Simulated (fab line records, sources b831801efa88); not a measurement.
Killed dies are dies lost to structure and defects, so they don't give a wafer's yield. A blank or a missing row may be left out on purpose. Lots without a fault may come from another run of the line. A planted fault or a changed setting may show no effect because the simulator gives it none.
Split-lot experiment | flow sfq_line | 5 lots, 23 wafers read, on a route of 325 steps

THE SPLIT
At SFQ_TRILAYER_I6_VIA_LITHO_COAT_174 (resist thk 62 nm), the setting spin_rpm was moved away from the recipe's 3000 rpm on 10 of the 23 wafers read, by -6.6% to +4.8%. The other wafers ran this setting at the recipe's value.

The reading is taken at the split's own step.

THE READING
BARC_of_TRILAYER_I6_VIA_LITHO_COAT_174.thk_nm (the simulator's own value, which no gauge read), in nm, at SFQ_TRILAYER_I6_VIA_LITHO_COAT_174 (resist thk 62 nm). The file gives no usual value for it. The 13 wafers here that ran the recipe average 61.96 nm, standard deviation 0.17 nm.

wafer  | tool, chamber at the split | spin_rpm as run, rpm | against the recipe | BARC_of_TRILAYER_I6_VIA_LITHO_COAT_174.thk_nm, nm | against lot-mates on the recipe
L078.1 | litho_track-04, 0          | 2910                 | -3.0%              | 62.87                                             | +0.96
L078.3 | litho_track-04, 0          | 3000                 | recipe             | 61.91                                             | -
L078.4 | litho_track-04, 0          | 2910                 | -3.0%              | 62.91                                             | +1.00
L078.5 | litho_track-04, 0          | 3000                 | recipe             | 61.85                                             | -
L078.6 | litho_track-04, 0          | 3000                 | recipe             | 61.96                                             | -
L079.3 | litho_track-02, 0          | 3000                 | recipe             | 61.9                                              | -
L079.4 | litho_track-02, 0          | 3000                 | recipe             | 61.81                                             | -
L079.5 | litho_track-02, 0          | 3000                 | recipe             | 61.82                                             | -
L081.1 | litho_track-01, 0          | 3000                 | recipe             | 62.2                                              | -
L081.3 | litho_track-01, 0          | 3000                 | recipe             | 62.26                                             | -
L081.4 | litho_track-01, 0          | 2802                 | -6.6%              | 64.2                                              | +1.96
L081.5 | litho_track-01, 0          | 2802                 | -6.6%              | 64.5                                              | +2.26
L081.6 | litho_track-01, 0          | 3000                 | recipe             | 62.27                                             | -
L083.1 | litho_track-02, 0          | 3144                 | +4.8%              | 60.43                                             | -1.53
L083.6 | litho_track-02, 0          | 3144                 | +4.8%              | 60.43                                             | -1.53
L083.2 | litho_track-02, 0          | 3000                 | recipe             | 61.95                                             | -
L083.3 | litho_track-02, 0          | 3000                 | recipe             | 61.97                                             | -
L083.5 | litho_track-02, 0          | 3144                 | +4.8%              | 60.59                                             | -1.37
L085.1 | litho_track-01, 0          | 2855                 | -4.8%              | 63.39                                             | +1.59
L085.3 | litho_track-01, 0          | 2855                 | -4.8%              | 63.26                                             | +1.45
L085.4 | litho_track-01, 0          | 3000                 | recipe             | 61.86                                             | -
L085.5 | litho_track-01, 0          | 3000                 | recipe             | 61.75                                             | -
L085.6 | litho_track-01, 0          | 2855                 | -4.8%              | 63.46                                             | +1.66

THE FIT
A straight line over all 23 wafers: BARC_of_TRILAYER_I6_VIA_LITHO_COAT_174.thk_nm changes by -0.322 nm for each +1% of spin_rpm; r = -0.99; the points scatter about the line by 0.18 nm.
The same after taking each lot's own level away (the mean of its wafers on the recipe; 23 wafers): -0.317 nm for each +1%; r = -1.00; scatter 0.073 nm.
On that fit, the largest move of spin_rpm shifts the reading by 2.1 nm.
The lots' own levels span 61.805 to 62.243 nm, that is 2.6 times the standard deviation above.
So the lot-to-lot level changes the slope little: the two slopes agree.
Check: with one of the wafers moved furthest among these (-6.6%) left out of the fit, the line predicts +2.14 nm for it against its lot-mates. It came out at +1.96 nm against them.

OTHER SPLITS ON THESE WAFERS
These wafers also went through other splits before the reading. Each is held against what the fit with the lots' levels taken away leaves over:
other split on the same wafers                   | wafers away from the commonest value | r with BARC_of_TRILAYER_I6_VIA_LITHO_COAT_174.thk_nm (lot level and that fit taken away)
SFQ_TRILAYER_JJ_TRILAYER_DEP_SPUTTER_112 power_w | 11                                   | +0.27
SFQ_TRILAYER_JJ_CE_LITHO_COAT_119 spin_rpm       | 7                                    | -0.01
SFQ_TRILAYER_M5_BARC_OPEN_METAL_ETCH_161 time_s  | 4                                    | -0.15
SFQ_TRILAYER_R5_ETCH_METAL_ETCH_139 time_s       | 8                                    | -0.02
SFQ_TRILAYER_C5_LITHO_EXPOSE_152 dose_mj         | 5                                    | -0.33
SFQ_TRILAYER_M6_DEP_SPUTTER_157 time_s           | 7                                    | -0.22
SFQ_TRILAYER_M6_LITHO_EXPOSE_160 dose_mj         | 9                                    | +0.11
SFQ_TRILAYER_M6_ETCH_METAL_ETCH_162 icp_w        | 9                                    | +0.02

THE FILE'S OWN FIT
BARC_of_TRILAYER_I6_VIA_LITHO_COAT_174.thk_nm changes by -0.318 nm for each +1% of spin_rpm, r = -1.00.
